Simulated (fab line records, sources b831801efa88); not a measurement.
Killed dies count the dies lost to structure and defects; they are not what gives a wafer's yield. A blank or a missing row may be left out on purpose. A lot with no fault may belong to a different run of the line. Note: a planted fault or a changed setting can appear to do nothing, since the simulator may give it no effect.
Shared-tool check | flow gf180mcu | 14 lots and 42 wafers in the sample

== WHY IT WAS OPENED ==
GF_MVSD_TW_MEAS_11, reading MVSD_TW: flagged on 2 of 14 lots. Fault-free wafers read 1573, with a standard deviation of 10.
Rule: a lot is flagged in two cases, either no wafer of it has a number, or all its wafers with numbers fall more than 4 standard deviations from that mean. As for the other lots, they are considered sound.

lot  | measured     | on            | MVSD_TW, wafer by wafer | flag
L224 | day 4 14:44  | film metro-03 | 1558 1554 1559          |
L225 | day 4 18:16  | film metro-03 | 1558 1565 1558          |
L226 | day 4 22:41  | film metro-03 | 1558 1558 1557          |
L228 | day 5 10:39  | film metro-02 | 1580 1574 1568          |
L229 | day 5 15:45  | film metro-04 | 1587 1583 1579          |
L231 | day 6 05:31  | film metro-04 | 1932 1937 1927          | FLAGGED
L233 | day 6 14:46  | film metro-03 | 1569 1565 1561          |
L237 | day 7 14:23  | film metro-02 | 1580 1578 1588          |
L239 | day 8 02:37  | film metro-03 | 1904 1916 1919          | FLAGGED
L241 | day 8 13:39  | film metro-02 | 1572 1579 1577          |
L242 | day 8 17:33  | film metro-04 | 1585 1594 1592          |
L245 | day 9 14:38  | film metro-04 | 1566 1570 1567          |
L246 | day 9 18:01  | film metro-03 | 1580 1584 1589          |
L247 | day 10 00:04 | film metro-02 | 1577 1588 1582          |
On average the flagged lots' numbers are 1922, which is +350 against the usual, or +35 standard deviations.

== WHICH TOOL EACH LOT WENT THROUGH ==
The record holds 1 process step before the reading, out of a route of 602 steps. In each cell: the tool, then ch and the chambers that the sampled wafers went through, then the start.
lot  | flag    | GF_MVSD_IMPLANT_08
L224 |         | implanter-02 ch 0, day 4 14:20
L225 |         | implanter-02 ch 0, day 4 17:53
L226 |         | implanter-02 ch 0, day 4 22:19
L228 |         | implanter-02 ch 0, day 5 10:15
L229 |         | implanter-01 ch 0, day 5 15:21
L231 | FLAGGED | implanter-01 ch 0, day 6 04:47
L233 |         | implanter-01 ch 0, day 6 14:24
L237 |         | implanter-01 ch 0, day 7 13:59
L239 | FLAGGED | implanter-04 ch 0, day 8 01:55
L241 |         | implanter-01 ch 0, day 8 13:15
L242 |         | implanter-04 ch 0, day 8 17:10
L245 |         | implanter-02 ch 0, day 9 14:14
L246 |         | implanter-02 ch 0, day 9 17:38
L247 |         | implanter-02 ch 0, day 9 23:41
What these steps do:
- GF_MVSD_IMPLANT_08
- GF_MVSD_TW_MEAS_11

== FLAGGED OVER TOTAL, TOOL BY TOOL (the gauges that took the reading come last) ==
step               | tool          | lots run | flagged | share of the flagged lots | sound lots run after its first flagged lot
GF_MVSD_IMPLANT_08 | implanter-01  | 5        | 1       | some                      | 3 (L233,L237,L241)
GF_MVSD_IMPLANT_08 | implanter-02  | 7        | 0       | none                      | -
GF_MVSD_IMPLANT_08 | implanter-04  | 2        | 1       | some                      | 1 (L242)
GF_MVSD_TW_MEAS_11 | film metro-02 | 4        | 0       | none                      | -
GF_MVSD_TW_MEAS_11 | film metro-03 | 6        | 1       | some                      | 1 (L246)
GF_MVSD_TW_MEAS_11 | film metro-04 | 4        | 1       | some                      | 2 (L242,L245)

== WHAT THE TABLE ALLOWS ==
No row of the table ran every flagged lot.

== WHAT HAD BEEN PUT IN BY THE SIMULATOR ==
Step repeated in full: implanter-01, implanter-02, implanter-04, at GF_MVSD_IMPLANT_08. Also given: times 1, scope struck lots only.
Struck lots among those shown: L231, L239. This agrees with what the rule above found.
